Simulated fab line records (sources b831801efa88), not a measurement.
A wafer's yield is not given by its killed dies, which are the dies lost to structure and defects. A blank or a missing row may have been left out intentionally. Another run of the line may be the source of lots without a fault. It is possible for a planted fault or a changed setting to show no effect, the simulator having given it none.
One fault seen from 2 desks    flow gf180mcu    what lay behind the numbers comes last; until then each desk has only its own

## METROLOGY DESK
Lot by lot, what the gauges showed, no matter which tool ran the lot: averages of those sampled wafers that carry a number. A lot is out of limits, marked OUT, if its mean lies more than 4 standard deviations from the usual mean; the brackets give that distance.
Columns: A = V4_CVD_00_THK at GF_V4_THK_MEAS_01, usual 602 nm; B = V5_W_RS at GF_V5_RS_MEAS_24, usual 0.3281 ohm/sq; C = V5_W_THK at GF_V5_THK_MEAS_25, usual 357 nm
lot   first seen here  A    B                 C
L332  day 23 08:50     614  0.3257            358
L333  day 23 13:58     601  0.3259            361
L337  day 25 01:32     604  0.3272            357
L340  day 26 06:50     599  0.3323            352
L341  day 26 14:02     602  0.3320            351
L343  day 27 09:34     606  0.4092 (+29) OUT  293 (-16) OUT
L346  day 28 04:53     603  0.3255            361
L352  day 29 16:38     595  0.3291            351
L353  day 29 23:06     604  0.3270            355
L354  day 30 05:43     597  0.3291            361
L355  day 30 10:17     598  0.3316            351
This desk's finding: out of limits on L343; first on L343, day 30 19:17 (V5_W_RS at GF_V5_RS_MEAS_24). L332, L333, L337, L340, L341, L346, L352, L353, L354, L355: within limits.

## DESK OF THE TOOL OWNER: cvd-w-01
The tool's own readings at GF_V5_CVD_23 (deposits W, target thk 350 nm, time 104.9 s): means of the sampled wafers that have a number, for each lot that ran on this tool. A lot is out of limits, marked OUT, if its mean lies more than 4 standard deviations from the usual mean; the brackets give that distance.
Columns: A = heater-power-w at GF_V5_CVD_23, usual 854 W
lot   first seen here  A
L340  day 29 21:06     1002
L341  day 30 01:37     988
L343  day 30 19:10     996
L353  day 33 00:25     938
L355  day 33 10:41     1002
This desk found nothing out of limits on any of the 5 lots.

## TAKEN TOGETHER
On L343, the metrology desk was in a position to raise an alarm at day 30 19:17.
Nothing out of limits was seen by the tool owner's desk.
The tool owner's desk has L343 on record, within its limits.
The lots listed all ran GF_V5_CVD_23 on cvd-w-01.

## WHAT THE SIMULATOR HAD INSERTED
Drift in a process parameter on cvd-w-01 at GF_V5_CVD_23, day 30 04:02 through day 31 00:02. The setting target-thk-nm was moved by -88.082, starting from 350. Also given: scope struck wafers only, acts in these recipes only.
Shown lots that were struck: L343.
Delay in hours, fault start to first out-of-limits reading, per desk: metrology desk 15.
